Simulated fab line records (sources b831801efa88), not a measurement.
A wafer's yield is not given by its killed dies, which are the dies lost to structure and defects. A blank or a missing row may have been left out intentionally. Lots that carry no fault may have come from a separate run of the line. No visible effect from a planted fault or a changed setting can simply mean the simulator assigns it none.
Matching of chambers | flow sky130 | cmp-02 running SKY_VIA3_CMP_24: 4 sister chambers
The step polishes, stops on SiO2, t overpolish 20 s, target thk 0 nm. 8 wafers are shown with their chamber, then 9 later ones without.

== WAFERS WITH THEIR CHAMBER ==
wafer  | chamber | motor current A (A) | time to endpoint s (s)
L334.6 | 1       | 8.9                 | 95
L335.3 | 0       | 11.8                | 92
L338.3 | 2       | 10.9                | 91
L338.5 | 1       | 8.5                 | 94
L338.6 | 2       | 10.7                | 95
L339.1 | 3       | 11.0                | 100
L339.4 | 0       | 11.5                | 94
L339.6 | 3       | 11.5                | 99

== WAFERS WHOSE CHAMBER IS MISSING ==
wafer  | motor current A (A) | time to endpoint s (s)
L347.1 | 8.8                 | 98
L347.5 | 8.5                 | 96
L347.6 | 11.5                | 94
L350.2 | 11.5                | 91
L350.3 | 11.7                | 95
L350.5 | 8.8                 | 93
L351.2 | 11.7                | 94
L351.5 | 11.6                | 93
L351.6 | 8.6                 | 94

== WHICH CHAMBER EACH ONE RAN IN ==
wafer  | from the rows above     | in truth
L347.1 | 1                       | 1
L347.5 | 1                       | 1
L347.6 | can't be placed: 0 or 2 | 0
L350.2 | can't be placed: 0 or 2 | 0
L350.3 | can't be placed: 0 or 3 | 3
L350.5 | 1                       | 1
L351.2 | 0                       | 0
L351.5 | 0                       | 0
L351.6 | 1                       | 1
Placed correctly: 6 of 9. From these rows, 3 cannot be placed; in 3 the true chamber is one of the candidates. Placed wrongly: 0.
How it was worked out, from the rows above alone: a wafer's distance from a chamber is the root of the sum, over the readings, of the square of ((its reading less the chamber's mean) divided by the reading's scatter). If the next closest chamber is less than 2 further off than the closest, the wafer can't be placed; otherwise it belongs to the closest. A chamber's mean is the mean of its shown wafers. How the scatter is found: for the shown wafers, subtract from each reading the mean of its chamber, square and add these, divide the total by (wafers less chambers), then take the root.
